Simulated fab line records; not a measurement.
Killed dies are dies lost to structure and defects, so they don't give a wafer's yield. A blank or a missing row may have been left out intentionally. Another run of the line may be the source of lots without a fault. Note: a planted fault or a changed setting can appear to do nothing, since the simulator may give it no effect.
Struck lot and sound lot, side by side | flow sky130 | 43 steps out of a route of 708
Sound: wafers L815.3, L815.5, L815.6. Wafers struck: L820.1, L820.3, L820.4. The cause comes at the end.
Order at every step that has rows: each side's tool, ch and its chambers, its first start. Under that, the readings that differ: sound wafers | struck wafers | difference of the means | sigmas: that difference in standard deviations of wafers without a fault.
alike: readings whose means differ by less than 2 such deviations, and words and numbers that are the same on both sides. not compared: withheld readings, readings that some wafer has no value for, bounds like >300 that may hide the same value, and numbers for which the record gives no deviation and whose values overlap.
Wherever a step has rows on one side only, a row that says differs or no value, or a row with sigmas, the two part there. When numbers do not overlap yet have no deviation, they are printed without sigmas and do not part them. A reading that every wafer of one side lacks parts them only if that side has two wafers or more.

first, 3 steps without rows for these wafers: SKY_FIELD_ISO_CLEAN_20 (cleans in dHF, time 20 s); SKY_FIELD_ISO_WET_ETCH_21 (etches SiO2 in dHF, target depth 20 nm, time 400 s); SKY_FIELD_ISO_OXIDATION_22 (stabilise 600 s, purge 300 s, target thk 10 nm).
SKY_FIELD_ISO_THK_MEAS_23:
  struck on film-metro-01, day 4 05:39; sound on film-metro-01, day 3 03:13
  alike: FIELD_ISO_OXIDATION_01_THK
then, 1 step without rows for these wafers: SKY_FIELD_ISO_CVD_24 (deposits SiO2, target thk 595 nm, time 99.2 s).
SKY_FIELD_ISO_THK_MEAS_25:
  struck on film-metro-02, day 4 05:47; sound on film-metro-02, day 3 03:20
  alike: FIELD_ISO_CVD_24_THK
then, 1 step without rows for these wafers: SKY_FIELD_ISO_ANNEAL_26 (time 1800 s).
SKY_FIELD_ISO_CMP_27: polishes, stops on Si3N4, t overpolish 16 s, target thk 457.8 nm.
  sound on cmp-01 ch 1,2, day 3 06:08; struck on cmp-02 ch 1,2,3, day 4 07:23
  alike: motor-current-A, overpolish-run-s, retaining-ring-pressure-frac, time-to-endpoint-s
then, 4 steps without rows for these wafers: SKY_FIELD_ISO_WET_ETCH_28 (etches SiO2 in dHF, target depth 23.7 nm, time 47 s); SKY_FIELD_ISO_WET_ETCH_29 (etches Si3N4 in H3PO4, target depth 160 nm, time 1825 s); SKY_FIELD_ISO_WET_ETCH_30 (etches SiO2 in dHF, target depth 25 nm, time 50 s); SKY_NWELL_CLEAN_00 (cleans in SC1/SC2, time 150 s).
SKY_NWELL_OXIDATION_01: stabilise 600 s, purge 300 s, target thk 10 nm.
  sound on furnace-02 ch 0, day 3 07:37; struck on furnace-02 ch 0, day 4 10:28
  alike: zone-power-centre-pct
SKY_NWELL_THK_MEAS_02:
  struck on film-metro-01, day 4 11:52; sound on film-metro-04, day 3 09:02
  alike: NWELL_OXIDATION_THK
then, 8 steps without rows for these wafers: SKY_DNWELL_DEHYDRATE_00 (time 60 s); SKY_DNWELL_HMDS_01 (prime time 60 s); SKY_DNWELL_COAT_02 (resist thk 3000 nm); SKY_DNWELL_SOFTBAKE_03; SKY_DNWELL_EXPOSE_04 (exposes mask DNM, target cd 3000 nm); SKY_DNWELL_PEB_05; SKY_DNWELL_DEVELOP_06 (develop time 62.21 s); SKY_DNWELL_IMPLANT_07.
SKY_DNWELL_STRIP_08: strips in O2/N2.
  sound on plasma-asher-02 ch 0,1, day 4 01:03; struck on plasma-asher-04 ch 0,1, day 5 05:11
  alike: drypump-motor-current-A, oes-product-au, strip-time-to-endpoint-s
  not compared: rf-hours-counter-h
SKY_DNWELL_TW_MEAS_09:
  struck on film-metro-01, day 5 05:17; sound on film-metro-01, day 4 01:08
  alike: DNWELL_TW
then, 7 steps without rows for these wafers: SKY_PWDE_DEHYDRATE_00 (time 60 s); SKY_PWDE_HMDS_01 (prime time 60 s); SKY_PWDE_COAT_02 (resist thk 3000 nm); SKY_PWDE_SOFTBAKE_03; SKY_PWDE_EXPOSE_04 (exposes mask PWDEM, target cd 840 nm); SKY_PWDE_PEB_05; SKY_PWDE_DEVELOP_06 (develop time 60 s).
SKY_PWDE_OVL_MEAS_07:
  struck on overlay-02, day 5 22:59; sound on overlay-02, day 4 17:32
  alike: PWDE_OVL
after that, 1 step had no rows for these wafers: SKY_PWDE_IMPLANT_08.
SKY_PWDE_STRIP_09: strips in O2/N2.
  sound on plasma-asher-01 ch 0,1, day 4 17:44; struck on plasma-asher-03 ch 0,1, day 5 23:11
  alike: drypump-motor-current-A, oes-product-au, strip-time-to-endpoint-s
  not compared: rf-hours-counter-h
SKY_PWDE_TW_MEAS_10:
  struck on film-metro-01, day 5 23:17; sound on film-metro-03, day 4 17:50
  alike: PWDE_TW
then, 7 steps without rows for these wafers: SKY_NWELL_DEHYDRATE_03 (time 60 s); SKY_NWELL_HMDS_04 (prime time 60 s); SKY_NWELL_COAT_05 (resist thk 3000 nm); SKY_NWELL_SOFTBAKE_06; SKY_NWELL_EXPOSE_07 (exposes mask NWM, target cd 840 nm); SKY_NWELL_PEB_08; SKY_NWELL_DEVELOP_09 (develop time 61.01 s).
-- the record jumps here: 42 days lie between the struck wafers' starts before and after (it left off in module NWELL and takes up again in module PAD_OPEN, whose first step shown is number 708 of the route) --
SKY_PAD_OPEN_PROBE_99:
  struck on prober-02, day 48 00:15; sound on prober-02, day 47 07:10
  reading                                         | sound                | struck               | difference | sigmas
  model.etest.diode-nwell-sub.leak-log10-a-cm2    | -7.344 -7.482 -7.508 | -6.721 -6.469 -6.545 | +0.866     |
  model.etest.diode-dnwell-sub.leak-log10-a-cm2   | -7.369 -7.448 -7.427 | -6.602 -6.591 -6.512 | +0.846     |
  model.etest.diode-pwell-dnwell.leak-log10-a-cm2 | -7.391 -7.924 -7.473 | -7.292 -7.117 -7.128 | +0.417     |
  model.etest.cap-thick-oxide.gate-bv-v (V)       | 15.7 15.9 15.69      | 14.31 14.7 14.59     | -1.23      |
  model.etest.nfet_16v.off-log10-a-um             | -13.9 -13.91 -13.81  | -13.56 -13.65 -13.59 | +0.27      |
  alike: killed_at_M0_to_M3, killed_at_M4_up, killed-at-contacts, killed-at-front-end, killed-at-other, killed-dies, killed-open, killed-short
  not compared: model.etest.cap-ono.gate-bv-v, model.etest.diode-ndiff-pwell-hv.leak-log10-a-cm2, model.etest.diode-pdiff-nwell-hv.leak-log10-a-cm2

== WHERE THEY PART ==
Nowhere in this record.

WHY: what had been put in by the simulator
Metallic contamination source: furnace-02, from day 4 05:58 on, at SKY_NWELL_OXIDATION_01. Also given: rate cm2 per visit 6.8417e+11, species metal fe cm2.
